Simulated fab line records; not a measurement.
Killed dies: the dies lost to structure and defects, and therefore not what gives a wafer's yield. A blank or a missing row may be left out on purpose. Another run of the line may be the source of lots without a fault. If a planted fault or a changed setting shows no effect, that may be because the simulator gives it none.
Which of the tools did it? | flow gf180mcu | 6 lots with 18 wafers sampled at 2 steps, on a route of 602 steps

## WHAT EACH GAUGE READ, for each wafer
GF_V5_RS_MEAS_24: the measuring method here is four-point-probe.
lot  | measured     | on           | V5_W_RS (ohm/sq)
L943 | day 27 20:29 | filmMetro-03 | 0.323 0.325 0.321
L946 | day 28 22:18 | filmMetro-02 | 0.327 0.327 0.328
L949 | day 29 17:53 | filmMetro-01 | 0.331 0.331 0.336
L951 | day 30 08:58 | filmMetro-03 | 0.324 0.324 0.322
L954 | day 31 09:26 | filmMetro-01 | 0.327 0.327 0.328
L963 | day 33 08:04 | filmMetro-02 | 0.327 0.328 0.327

## WHAT TOOL EACH LOT RAN ON (gives the tool, then ch and the chambers of the sampled wafers, and finally the start)
lot  | GF_V2_CVD_02
L943 | pecvd-01 ch 1,2, day 19 23:10
L946 | pecvd-04 ch 0,1, day 21 07:29
L949 | pecvd-01 ch 0,1, day 22 05:22
L951 | pecvd-01 ch 1,2, day 23 00:59
L954 | pecvd-01 ch 0,1,2, day 24 07:44
L963 | pecvd-04 ch 0,1,2, day 26 19:07
- GF_V2_CVD_02: deposits SiO2 from TEOS, target thk 850 nm, time 94.851 s.

## THE ANSWER, worked out from the rows above alone
Rule: the usual values come from the lots themselves. Put in order of their means at a reading, lots are off if they are a third of the lots or fewer, leave a main group of 4 or more, and stand apart from it by a gap of 3 or more times the standard deviation of the main group's means; of several such gaps the widest counts. If all means in a main group match to the digits the tables above print for the reading, that group is not used. Also off: a lot with no number at a reading for which 4 or more lots have one. All remaining lots with rows at the step are treated as sound.
Nothing can be told from this: no lot is off at any reading shown.

## WHAT WAS PUT IN BY THE SIMULATOR
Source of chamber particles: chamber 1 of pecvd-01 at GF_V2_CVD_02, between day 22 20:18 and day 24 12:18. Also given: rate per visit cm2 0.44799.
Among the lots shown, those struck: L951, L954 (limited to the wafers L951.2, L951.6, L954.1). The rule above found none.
